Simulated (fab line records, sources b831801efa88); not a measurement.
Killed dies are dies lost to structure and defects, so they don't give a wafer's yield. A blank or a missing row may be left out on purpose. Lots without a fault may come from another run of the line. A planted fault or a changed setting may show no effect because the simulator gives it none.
Split-lot experiment | flow sfq_line | 5 lots, 23 wafers read, on a route of 325 steps

THE SPLIT
At SFQ_TRILAYER_L0_VIA_LITHO_EXPOSE_014 (exposes mask L0V, target cd 700 nm), the setting dose_mj was moved away from the recipe's 21.3 on 10 of the 23 wafers read, by -3.1% to +4.6%. The other wafers ran this setting at the recipe's value.

FROM THE SPLIT TO THE READING: what the file shows between them, 2 steps
- SFQ_TRILAYER_L0_VIA_LITHO_PEB_016: peb time 60 s
- SFQ_TRILAYER_L0_VIA_LITHO_DEVELOP_015: time 60 s

THE READING
L0V.cd_nm (the simulator's own value, which no gauge read), in nm, at SFQ_TRILAYER_L0_VIA_BARC_OPEN_VIA_ETCH_021 (etches BARC in O2, target depth 125 nm, time 41.7 s). The file gives no usual value for it. The 13 wafers here that ran the recipe average 700.3 nm, standard deviation 0.83 nm.

wafer  | tool, chamber at the split | dose_mj as run | against the recipe | L0V.cd_nm, nm | against lot-mates on the recipe
L077.1 | krf_scanner-01, 0          | 20.65          | -3.1%              | 694.3         | -5.3
L077.2 | krf_scanner-01, 0          | 21.3           | recipe             | 700.9         | -
L077.3 | krf_scanner-01, 0          | 20.65          | -3.1%              | 694.5         | -5.1
L077.4 | krf_scanner-01, 0          | 20.65          | -3.1%              | 695.4         | -4.2
L077.5 | krf_scanner-01, 0          | 21.3           | recipe             | 698.3         | -
L078.1 | krf_scanner-01, 0          | 21.83          | +2.5%              | 705.2         | +4.2
L078.2 | krf_scanner-01, 0          | 21.3           | recipe             | 700.9         | -
L078.3 | krf_scanner-01, 0          | 21.3           | recipe             | 700.4         | -
L078.4 | krf_scanner-01, 0          | 21.3           | recipe             | 701.8         | -
L078.6 | krf_scanner-01, 0          | 21.83          | +2.5%              | 707.5         | +6.5
L079.1 | krf_scanner-01, 0          | 21.3           | recipe             | 700.2         | -
L079.2 | krf_scanner-01, 0          | 21.3           | recipe             | 699.2         | -
L079.3 | krf_scanner-01, 0          | 22.28          | +4.6%              | 707.6         | +7.7
L079.4 | krf_scanner-01, 0          | 21.3           | recipe             | 700.4         | -
L079.6 | krf_scanner-01, 0          | 22.28          | +4.6%              | 707.8         | +7.9
L081.1 | krf_scanner-02, 0          | 21.3           | recipe             | 700.5         | -
L081.2 | krf_scanner-02, 0          | 21.85          | +2.6%              | 704           | +3.9
L081.6 | krf_scanner-02, 0          | 21.85          | +2.6%              | 704           | +3.9
L081.4 | krf_scanner-02, 0          | 21.3           | recipe             | 699.7         | -
L081.5 | krf_scanner-02, 0          | 21.85          | +2.6%              | 704.3         | +4.2
L085.3 | krf_scanner-02, 0          | 21.3           | recipe             | 700           | -
L085.4 | krf_scanner-02, 0          | 21.3           | recipe             | 700.4         | -
L085.6 | krf_scanner-02, 0          | 21.3           | recipe             | 700.7         | -

THE FIT
A straight line over all 23 wafers: L0V.cd_nm changes by +1.75 nm for each +1% of dose_mj; r = +0.97; the points scatter about the line by 0.99 nm.
The same after taking each lot's own level away (the mean of its wafers on the recipe; 23 wafers): +1.68 nm for each +1%; r = +0.98; scatter 0.76 nm.
On that fit, the largest move of dose_mj shifts the reading by 7.7 nm.
The lots' own levels span 699.60 to 701.03 nm, that is 1.7 times the standard deviation above.
So the lot-to-lot level changes the slope little: the two slopes agree.
Check: with one of the wafers moved furthest among these (+4.6%) left out of the fit, the line predicts +7.85 nm for it against its lot-mates. It came out at +7.67 nm against them.

OTHER SPLITS ON THESE WAFERS
These wafers also went through other splits before the reading. Each is held against what the fit with the lots' levels taken away leaves over:
other split on the same wafers                | wafers away from the commonest value | r with L0V.cd_nm (lot level and that fit taken away)
SFQ_TRILAYER_INCOMING_OXIDATION_002 ox_time_s | 18                                   | +0.05
SFQ_TRILAYER_L0_LITHO_COAT_005 resist_thk_nm  | 8                                    | -0.18

THE FILE'S OWN FIT
L0V.cd_nm changes by +1.7 nm for each +1% of dose_mj, r = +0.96.
